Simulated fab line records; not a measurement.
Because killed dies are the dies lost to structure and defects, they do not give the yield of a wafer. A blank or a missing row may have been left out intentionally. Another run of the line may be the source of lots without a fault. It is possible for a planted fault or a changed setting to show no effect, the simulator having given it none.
fab line records	flow sky130
record: lots: 13	wafers: 39	last_day: 50
route steps=708 shown LI_CONTACT@385 LOCAL_INTERCONNECT@402 CONTACT@407 PAD_OPEN@708
lots that met no fault: taken from a fault-free run of the same line
start_h: start of the lot's first displayed wafer, in hours after the record's first day	wait_h: hours since the lot's step before	" identical to the entry in the row above	L1.1+2: a row that stands for several wafers	- either no value or no given start	* or withheld: withheld	< > ~ a bound
route shown NAME@n: NAME is a module with steps in the file, n the number in the route of the first one	usual: mean/standard deviation of fault-free wafers	same: alike in all rows	chamber/n: place in a boat	sites: per-site readings	_std_site: standard deviation of those values	_edge_site: mean of outer sites minus mean of inner sites	radius_mm: for every site, how far away it sits from the centre of the wafer	mask NAME#n: copy n	behind: the most recent tool/chamber to have shaped the wafer	hold: reason for holding the lot/hours on hold/outcome of the hold	device: transistor that didn't switch, given as n, p or np	end of line: tests run on the same wafers once the route is complete	a step given without rows: its recipe and nothing more	killed: count of dies lost to structure and defects at first sort (not the wafer's yield)	map: the dies of a wafer, with x for killed, . for not killed, _ for no die there
set.NAME: the run value of the setting; set.NAME@STEP: its run value at that earlier step	model.NAME: the simulator's own value behind a step, which no gauge read
steps of the route over a sample of lots; a table a step, a row a wafer
services: when a tool's chamber went out of use (start_h, in hours from the record's first day, below 0 if earlier), for how many hours, and the reason
== steps ==
step: SKY_LI_CONTACT_THK_MEAS_23
recipe: thk_meas_gauge: xrf	reads: W_of_LI_CONTACT_CVD_21
usual: LI_CONTACT_W_THK: 395/5.8
lot.wafer	tool	chamber	start_h	wait_h	LI_CONTACT_W_THK[nm]
L733.4	film_metro-03	-	682.70	0.1	405
L733.5	"	-	"	"	403
L733.6	"	-	"	"	403
L735.1	film_metro-01	-	712.44	0.1	389
L735.4	"	-	"	"	393
L735.6	"	-	"	"	393
L737.2	film_metro-04	-	716.40	0.1	392
L737.5	"	-	"	"	388
L737.6	"	-	"	"	387
L741.1	film_metro-04	-	755.97	0.1	403
L741.5	"	-	"	"	403
L741.6	"	-	"	"	401
L742.2	film_metro-03	-	764.69	0.1	394
L742.3	"	-	"	"	395
L742.4	"	-	"	"	397
L743.2	film_metro-03	-	777.03	0.1	400
L743.3	"	-	"	"	399
L743.5	"	-	"	"	400
L745.2	film_metro-03	-	778.03	0.1	400
L745.4	"	-	"	"	402
L745.5	"	-	"	"	398
L746.1	film_metro-01	-	779.67	0.1	387
L746.4	"	-	"	"	384
L746.6	"	-	"	"	390
L744.2	film_metro-01	-	780.04	0.1	389
L744.3	"	-	"	"	386
L744.4	"	-	"	"	386
L749.3	film_metro-03	-	802.70	0.1	399
L749.4	"	-	"	"	401
L749.5	"	-	"	"	398
L750.2	film_metro-04	-	818.32	0.1	395
L750.3	"	-	"	"	392
L750.6	"	-	"	"	396
L751.3	film_metro-03	-	825.91	0.1	407
L751.5	"	-	"	"	406
L751.6	"	-	"	"	396
L756.1	film_metro-03	-	853.19	0.1	397
L756.4	"	-	"	"	395
L756.5	"	-	"	"	396
step: SKY_LI_CONTACT_CMP_24
recipe: stop_on: PSG	t_overpolish_s: 20	down_force_psi: 3.5	platen_rpm: 60	target_thk_nm: 0	pad_velocity_m_s: 0.94248
usual: motor_current_A: 11.0/0.91	overpolish_run_s: 20.000/0.0084	slurry_filter_dp_kPa: 13.51/0.12	time_to_endpoint_s: 96/4.9
lot.wafer	tool	chamber	start_h	wait_h	motor_current_A	overpolish_run_s	slurry_filter_dp_kPa	time_to_endpoint_s
L733.4	cmp-01	2	684.03	1.3	9.4	19.999	13.56	100
L733.5	"	3	"	"	12.3	20.005	13.40	97
L733.6	"	0	"	"	10.5	19.994	13.41	98
L735.1	cmp-01	1	712.80	0.3	11.8	20.004	13.38	91
L735.4	"	2	"	"	10.9	19.989	13.67	103
L735.6	"	0	"	"	10.0	20.028	13.41	100
L737.2	cmp-01	2	716.50	0.1	9.7	19.998	13.15	102
L737.5	"	1	"	"	12.1	20.007	13.52	92
L737.6	"	2	"	"	9.4	19.998	13.43	102
L741.1	cmp-02	0	756.03	0.1	9.4	19.990	13.54	92
L741.5	"	0	"	"	9.4	20.001	13.37	92
L741.6	"	1	"	"	10.7	19.998	13.63	101
L742.3	cmp-02	2	764.74	0.0	11.4	20.010	13.55	92
L742.2	"	3	"	"	11.7	19.989	13.59	91
L742.4	"	1	"	"	10.9	19.998	13.34	101
L743.3	cmp-02	1	777.08	0.0	10.7	19.988	13.64	101
L743.2	"	2	"	"	11.6	20.008	13.56	97
L743.5	"	1	"	"	10.7	19.997	13.62	108
L745.4	cmp-02	3	778.08	0.0	11.7	19.977	13.47	93
L745.2	"	0	"	"	9.7	19.997	13.70	91
L745.5	"	0	"	"	9.3	20.018	13.67	95
L746.4	cmp-02	3	779.78	0.1	12.0	19.990	13.44	92
L746.1	"	1	"	"	10.8	20.006	13.53	103
L746.6	"	3	"	"	11.3	19.989	13.58	96
L744.2	cmp-01	0	780.09	0.0	10.3	20.002	13.42	100
L744.4	"	2	"	"	9.7	19.985	13.43	100
L744.3	"	3	"	"	11.5	20.012	13.32	97
L749.4	cmp-02	2	802.79	0.1	10.9	19.996	13.63	93
L749.3	"	3	"	"	11.2	20.007	13.69	93
L749.5	"	2	"	"	11.3	19.998	13.49	94
L750.3	cmp-02	0	818.37	0.0	9.7	20.001	13.56	92
L750.2	"	2	"	"	11.4	20.008	13.53	90
L750.6	"	0	"	"	10.0	20.009	13.67	90
L751.3	cmp-02	3	825.95	0.0	11.9	19.988	13.40	92
L751.6	"	3	"	"	11.7	20.007	13.37	90
L751.5	"	0	"	"	9.7	20.003	13.64	91
L756.4	cmp-02	3	853.25	0.0	11.6	19.992	13.34	93
L756.1	"	2	"	"	11.9	20.006	13.40	91
L756.5	"	0	"	"	10.0	19.988	13.67	94
step: SKY_LOCAL_INTERCONNECT_STRIP_15
recipe: chemistry: O2/N2	power_w: 1400	pressure_mtorr: 1500	platen_temp_c: withheld	o2_flow_sccm: 3000	n2_flow_sccm: 300	overash_fraction: 0.5
usual: chamber_pressure_mTorr: 1500.1/1.4	drypump_motor_current_A: 5.72/0.29	oes_product_au: 0.427/0.0044	strip_time_to_endpoint_s: 4.727/0.02
lot.wafer	tool	chamber	start_h	wait_h	chamber_pressure_mTorr	drypump_motor_current_A	oes_product_au	rf_hours_counter_h	strip_time_to_endpoint_s
L733.4	plasma_asher-02	1	712.47	0.1	1499.0	5.62	0.427	-	4.717
L733.5	"	0	"	"	1500.0	5.60	0.423	-	4.714
L733.6	"	1	"	"	1499.5	5.55	0.433	-	4.771
L735.1	plasma_asher-02	1	739.98	0.0	1500.2	5.63	0.421	31	4.720
L735.4	"	1	"	"	1501.0	5.59	0.432	-	4.695
L735.6	"	0	"	"	1499.5	5.59	0.433	-	4.725
L737.2	plasma_asher-02	1	744.53	0.0	1501.0	5.54	0.428	32	4.731
L737.5	"	1	"	"	1500.6	5.59	0.425	-	4.732
L737.6	"	0	"	"	1499.9	5.61	0.434	-	4.709
L741.1	plasma_asher-04	1	783.59	0.0	1500.9	5.29	0.417	4	4.704
L741.5	"	1	"	"	1499.0	5.37	0.429	-	4.697
L741.6	"	0	"	"	1501.6	6.03	0.430	-	4.733
L742.2	plasma_asher-01	0	792.53	0.0	1501.3	5.53	0.425	66	4.737
L742.3	"	1	"	"	1499.0	6.23	0.425	-	4.733
L742.4	"	0	"	"	1501.9	5.53	0.423	-	4.723
L743.2	plasma_asher-01	0	804.18	0.0	1499.2	5.56	0.430	67	4.721
L743.3	"	1	"	"	1502.4	6.21	0.428	-	4.711
L743.5	"	1	"	"	1499.6	6.22	0.430	-	4.721
L745.2	plasma_asher-04	0	806.13	0.0	1497.2	6.01	0.423	6	4.733
L745.4	"	0	"	"	1500.7	6.02	0.432	-	4.768
L745.5	"	1	"	"	1498.0	5.39	0.437	-	4.742
L746.1	plasma_asher-01	1	807.68	0.0	1497.1	6.24	0.426	67	4.714
L746.4	"	0	"	"	1499.9	5.52	0.424	-	4.724
L746.6	"	1	"	"	1499.2	6.23	0.429	-	4.709
L744.2	plasma_asher-01	1	807.98	0.0	1499.7	6.22	0.425	67	4.745
L744.3	"	0	"	"	1499.8	5.54	0.435	-	4.711
L744.4	"	1	"	"	1500.7	6.20	0.427	-	4.735
L749.3	plasma_asher-01	1	829.36	0.1	-	-	-	-	-
L749.4	"	0	"	"	-	-	-	-	-
L749.5	"	1	"	"	-	-	-	-	-
L750.2	plasma_asher-04	0	845.48	0.0	-	-	-	-	-
L750.3	"	0	"	"	-	-	-	-	-
L750.6	"	0	"	"	-	-	-	-	-
L751.3	plasma_asher-04	0	853.46	0.1	-	-	-	-	-
L751.5	"	0	"	"	-	-	-	-	-
L751.6	"	1	"	"	-	-	-	-	-
L756.1	plasma_asher-02	1	879.60	0.0	1499.8	5.62	0.428	45	4.743
L756.4	"	1	"	"	1500.2	5.61	0.420	-	4.700
L756.5	"	1	"	"	1498.7	5.61	0.430	-	4.727
step: SKY_CONTACT_THK_MEAS_01
recipe: reads: Si3N4_of_CONTACT_CVD_00
usual: CONTACT_CVD_00_THK: 75.5/1.2
lot.wafer	tool	chamber	start_h	wait_h	CONTACT_CVD_00_THK[nm]
L733.4	film_metro-01	-	713.10	-	76.7
L733.5	"	-	"	"	76.7
L733.6	"	-	"	"	76.1
L735.1	film_metro-02	-	740.64	-	75.2
L735.4	"	-	"	"	77.5
L735.6	"	-	"	"	76.8
L737.2	film_metro-01	-	745.51	-	75.9
L737.5	"	-	"	"	76.5
L737.6	"	-	"	"	76.9
L741.1	film_metro-01	-	784.22	-	74.6
L741.5	"	-	"	"	76.0
L741.6	"	-	"	"	76.4
L742.2	film_metro-01	-	793.16	-	74.2
L742.3	"	-	"	"	73.6
L742.4	"	-	"	"	75.8
L743.2	film_metro-02	-	804.81	-	74.6
L743.3	"	-	"	"	75.7
L743.5	"	-	"	"	76.5
L745.2	film_metro-01	-	806.86	-	74.8
L745.4	"	-	"	"	76.6
L745.5	"	-	"	"	76.2
L746.1	film_metro-02	-	808.65	-	72.9
L746.4	"	-	"	"	74.7
L746.6	"	-	"	"	73.8
L744.2	film_metro-01	-	808.73	-	75.8
L744.3	"	-	"	"	75.2
L744.4	"	-	"	"	75.5
L756.1	film_metro-02	-	880.23	-	74.4
L756.4	"	-	"	"	75.9
L756.5	"	-	"	"	75.3
step: SKY_PAD_OPEN_PROBE_99
usual: killed_at_M0_to_M3: 44/6.8	killed_at_M4_up: 3.1/1.8	killed_at_contacts: 25/5.2	killed_at_front_end: 15/4.1	killed_at_other: 0.3/0.62	killed_dies: 88/9.4	killed_on_rim: 17/3.7	killed_open: 48/7.1	killed_short: 40/6.1
same: gross_dies: 492	killed_at_back_side: 0
lot.wafer	tool	chamber	start_h	wait_h	killed_at_M0_to_M3	killed_at_M4_up	killed_at_contacts	killed_at_front_end	killed_at_other	killed_dies	killed_on_rim	killed_open	killed_short
L745.5	prober-01	-	1151.83	0.2	37	4	32	14	1	88	19	49	39
L749.3	prober-02	-	1165.48	0.2	49	1	421	21	0	492	96	51	48
L749.4	prober-02	-	1165.53	0.2	31	3	436	22	0	492	96	45	35
L749.5	prober-02	-	1165.58	0.2	40	7	429	16	0	492	96	52	37
L750.2	prober-01	-	1175.95	0.1	44	2	439	7	0	492	96	40	27
L750.3	prober-01	-	1176.00	0.2	45	0	434	13	0	492	96	46	35
L750.6	prober-01	-	1176.15	0.2	43	4	433	12	0	492	96	45	36
L751.3	prober-02	-	1183.43	0.2	47	2	425	18	0	492	96	51	46
L751.5	prober-02	-	1183.53	0.2	43	2	440	7	0	492	96	48	34
L751.6	prober-02	-	1183.58	0.2	56	3	420	13	0	492	96	46	48
killed by level:class
L745.5 CONTACT:geometric_particle:open=10 VIA1:geometric_particle:open=8 CONTACT:geometric_particle:short=7 LI_CONTACT:geometric_particle:open=6 LOCAL_INTERCONNECT:geometric_particle:short=6 METAL1:geometric_particle:short=6 VIA3:geometric_particle:open=6 POLY_GATE:geometric_particle:open=4
L749.3 CONTACT:area_cvd=393 CONTACT:geometric_particle:open=10 VIA1:geometric_particle:open=10 VIA3:geometric_particle:open=9 POLY_GATE:geometric_particle:short=8 VIA1:geometric_particle:short=8 VIA2:geometric_particle:open=6 LOCAL_INTERCONNECT:geometric_particle:short=5
L749.4 CONTACT:area_cvd=412 CONTACT:geometric_particle:open=12 VIA2:geometric_particle:open=9 POLY_GATE:geometric_particle:short=7 VIA1:geometric_particle:open=7 FIELD_ISO:geometric_particle:short=5 LI_CONTACT:geometric_particle:open=5 METAL1:geometric_particle:short=5
L749.5 CONTACT:area_cvd=403 VIA1:geometric_particle:open=11 CONTACT:geometric_particle:open=9 VIA3:geometric_particle:open=7 FIELD_ISO:geometric_particle:open=5 LI_CONTACT:geometric_particle:open=5 METAL2:geometric_particle:short=5 METAL4:geometric_particle:short=5
L750.2 CONTACT:area_cvd=425 VIA1:geometric_particle:open=10 VIA2:geometric_particle:open=8 CONTACT:geometric_particle:open=7 VIA1:geometric_particle:short=7 METAL1:geometric_particle:short=6 LI_CONTACT:geometric_particle:open=5 METAL2:geometric_particle:short=5
L750.3 CONTACT:area_cvd=411 VIA1:geometric_particle:open=15 CONTACT:geometric_particle:open=13 METAL1:geometric_particle:short=6 METAL2:geometric_particle:short=6 VIA1:geometric_particle:short=4 FIELD_ISO:geometric_particle:open=3 LI_CONTACT:geometric_particle:open=3
L750.6 CONTACT:area_cvd=411 VIA1:geometric_particle:open=12 CONTACT:geometric_particle:open=8 LI_CONTACT:geometric_particle:open=6 CONTACT:geometric_particle:short=6 METAL2:geometric_particle:short=6 METAL1:geometric_particle:short=5 METAL4:geometric_particle:short=4
L751.3 CONTACT:area_cvd=395 LI_CONTACT:geometric_particle:open=10 VIA1:geometric_particle:open=10 VIA2:geometric_particle:open=10 CONTACT:geometric_particle:open=6 FIELD_ISO:geometric_particle:open=5 POLY_GATE:geometric_particle:short=5 LI_CONTACT:geometric_particle:short=5
L751.5 CONTACT:area_cvd=410 VIA1:geometric_particle:open=14 LI_CONTACT:geometric_particle:open=9 CONTACT:geometric_particle:open=9 LOCAL_INTERCONNECT:geometric_particle:short=5 METAL3:geometric_particle:short=5 METAL1:geometric_particle:short=4 VIA3:geometric_particle:open=4
L751.6 CONTACT:area_cvd=398 VIA1:geometric_particle:open=14 VIA1:geometric_particle:short=13 VIA2:geometric_particle:short=8 LI_CONTACT:geometric_particle:open=7 CONTACT:geometric_particle:open=6 FIELD_ISO:geometric_particle:short=5 VIA3:geometric_particle:open=5
== services ==
tool	chamber	start_h	hours	kind
cmp-02	-	671.84	0.8	repair
cmp-01	-	673.90	6.7	repair
cmp-02	-	674.67	2.6	repair
cmp-02	-	677.73	74.2	repair
cmp-01	-	678.71	1.3	repair
cmp-02	-	712.73	1.7	repair
plasma_asher-02	-	722.65	2.8	pm
plasma_asher-04	-	733.75	9.0	pm
plasma_asher-04	0	733.75	9.0	vent_cycle
plasma_asher-04	1	733.75	9.0	vent_cycle
plasma_asher-04	0	742.75	-	clean
plasma_asher-04	1	742.75	-	clean
cmp-01	-	744.99	4.0	pm
cmp-01	-	748.99	-	consumable_replace:conditioner
cmp-01	-	748.99	-	consumable_replace:pad
plasma_asher-01	-	752.02	2.7	repair
cmp-01	-	762.83	2.1	repair
cmp-01	-	819.02	3.5	pm
plasma_asher-01	-	843.51	2.8	pm
plasma_asher-01	-	846.91	6.3	repair
== key ==
first_sign: step: SKY_LOCAL_INTERCONNECT_STRIP_15	reading: tool_record	direction: missing
effect: step: SKY_PAD_OPEN_PROBE_99	reading: killed_at_contacts	direction: up	sigmas: 79	usual: 25	struck: 431
more_kills_born_at: SKY_CONTACT_CVD_00@pecvd-01: 2411	SKY_CONTACT_CVD_00@pecvd-04: 1247
met_at SKY_LOCAL_INTERCONNECT_STRIP_15
struck_lots L749,L750,L751
later_rows_left_out L749.3,L749.4,L749.5,L750.2,L750.3,L750.6,L751.3,L751.5,L751.6
tester_left_out L749,L750,L751
not_acting_at SKY_LI_CONTACT_THK_MEAS_23,SKY_LI_CONTACT_CMP_24,SKY_CONTACT_THK_MEAS_01
onset_between 807.98 829.36
fault: kind: skipped_step_whole	tool: plasma_asher-01,plasma_asher-04	chamber: -	onset_h: 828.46	steps: SKY_LOCAL_INTERCONNECT_STRIP_15	scope: struck_lots_only
tester_left_out: of these lots the tester's yield and bins aren't shown, on N5 and GAA mostly nor the transistor test; their killed dies are dies lost to structure and defects alone, not to doping, threshold or leakage, so they don't give the yield
later_rows_left_out: the simulator's readings of these wafers behind a module that went badly wrong aren't trusted and aren't shown, but for the sort
